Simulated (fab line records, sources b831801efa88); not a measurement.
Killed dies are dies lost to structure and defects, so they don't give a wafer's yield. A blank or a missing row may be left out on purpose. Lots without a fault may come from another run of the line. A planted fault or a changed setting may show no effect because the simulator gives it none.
A struck lot beside a sound one | flow sky130 | 18 steps out of a route of 708
Sound: wafers L592.2, L592.3, L592.4. Struck: wafer L609.1. (L609.6 of the same lot was not struck and is left out.) The cause comes at the end.
At each step with rows: each side's tool, then ch and its chambers, then its first start. Under that, the readings that differ: sound wafers | struck wafers | difference of the means | sigmas: that difference in standard deviations of wafers without a fault.
alike: readings whose means differ by less than 2 such deviations, and words and numbers that are the same on both sides. not compared: withheld readings, readings that some wafer has no value for, bounds like >300 that may hide the same value, and numbers for which the record gives no deviation and whose values overlap.
The two part at a step that has a row with sigmas, a row that says differs or no value, or rows on one side only. Numbers that don't overlap but have no deviation are shown without sigmas and don't part them. A reading that every wafer of one side lacks parts them only if that side has two wafers or more.

first, 2 steps without rows for these wafers: SKY_METAL2_CLEAN_23 (cleans in O3/DIW); SKY_VIA2_HDPCVD_00 (deposits SiO2, target thk 1180 nm, time 196.7 s).
SKY_VIA2_THK_MEAS_01:
  sound on film_metro-01, day 35 16:38; struck on film_metro-02, day 40 22:10
  reading              | sound          | struck | difference | sigmas
  VIA2_HDPCVD_THK (nm) | 1165 1149 1162 | 1196   | +37        | +3
SKY_VIA2_CMP_02: polishes SiO2.
  sound on cmp-02 ch 0,1,2, day 35 16:44; struck on cmp-01 ch 0, day 40 22:22
  alike: motor_current_A, platen_rpm
SKY_VIA2_BOW_MEAS_03:
  sound on film_metro-02, day 35 17:00; struck on film_metro-02, day 40 22:31
  alike: VIA2_BOW
then, 7 steps without rows for these wafers: SKY_VIA2_DEHYDRATE_04 (time 60 s); SKY_VIA2_HMDS_05 (prime time 60 s); SKY_VIA2_COAT_06 (resist thk 60 nm); SKY_VIA2_COAT_07 (resist thk 450 nm); SKY_VIA2_SOFTBAKE_08 (time 90 s); SKY_VIA2_EXPOSE_09 (exposes mask VIM2, target cd 200 nm); SKY_VIA2_PEB_10.
SKY_VIA2_DEVELOP_11: develop time 60 s.
  sound on litho_track-02 ch 0, day 36 19:00; struck on litho_track-01 ch 0, day 41 22:00
SKY_VIA2_CD_MEAS_12: target cd 200 nm.
  sound on cd_sem-01, day 36 19:20; struck on cd_sem-02, day 41 22:40
  reading    | sound             | struck | difference | sigmas
  cd_nm (nm) | 201.0 200.3 200.3 | 196.5  | -4.0       | -3
SKY_VIA2_OVL_MEAS_13:
  sound on overlay-02, day 36 19:26; struck on overlay-01, day 41 22:47
  reading       | sound   | struck | difference | sigmas
  VIA2_OVL (nm) | -2 -2 0 | 10     | +11        | +2
SKY_VIA2_ETCH_14: etches BARC in N2/H2, stops on SiO2, time 45.9 s, target depth 60 nm.
  sound on rie_diel-01 ch 2,3, day 36 19:28; struck on rie_diel-01 ch 3, day 41 22:50
  reading               | sound           | struck | difference | sigmas
  model.VIA2.cd_nm (nm) | 201.3 200.3 200 | 196.2  | -4.3       |
  alike: drypump_motor_current_A, oes_product_au, throttle_valve_pct
  not compared: rf_hours_counter_h
SKY_VIA2_ETCH_15: etches SiO2 in C4F8/O2/Ar, stops on TiN, target depth 546 nm, time 84 s.
  sound on rie_diel-01 ch 2,3, day 36 19:31; struck on rie_diel-01 ch 3, day 41 22:52
  reading               | sound             | struck | difference | sigmas
  model.VIA2.cd_nm (nm) | 201.7 200.9 200.3 | 197.8  | -3.2       |
  alike: oes_product_au
  not compared: rf_hours_counter_h
SKY_VIA2_STRIP_16: strips in O2/N2.
  sound on plasma_asher-01 ch 0,1, day 36 19:35; struck on plasma_asher-03 ch 0, day 41 22:56
  alike: drypump_motor_current_A, oes_product_au, strip_time_to_endpoint_s
  not compared: rf_hours_counter_h

WHERE THEY PART
First at SKY_VIA2_THK_MEAS_01; last, within this record, at SKY_VIA2_OVL_MEAS_13. Later steps at which nothing parts them and some readings are alike: SKY_VIA2_ETCH_14, SKY_VIA2_ETCH_15, SKY_VIA2_STRIP_16.

WHY: what the simulator had put in
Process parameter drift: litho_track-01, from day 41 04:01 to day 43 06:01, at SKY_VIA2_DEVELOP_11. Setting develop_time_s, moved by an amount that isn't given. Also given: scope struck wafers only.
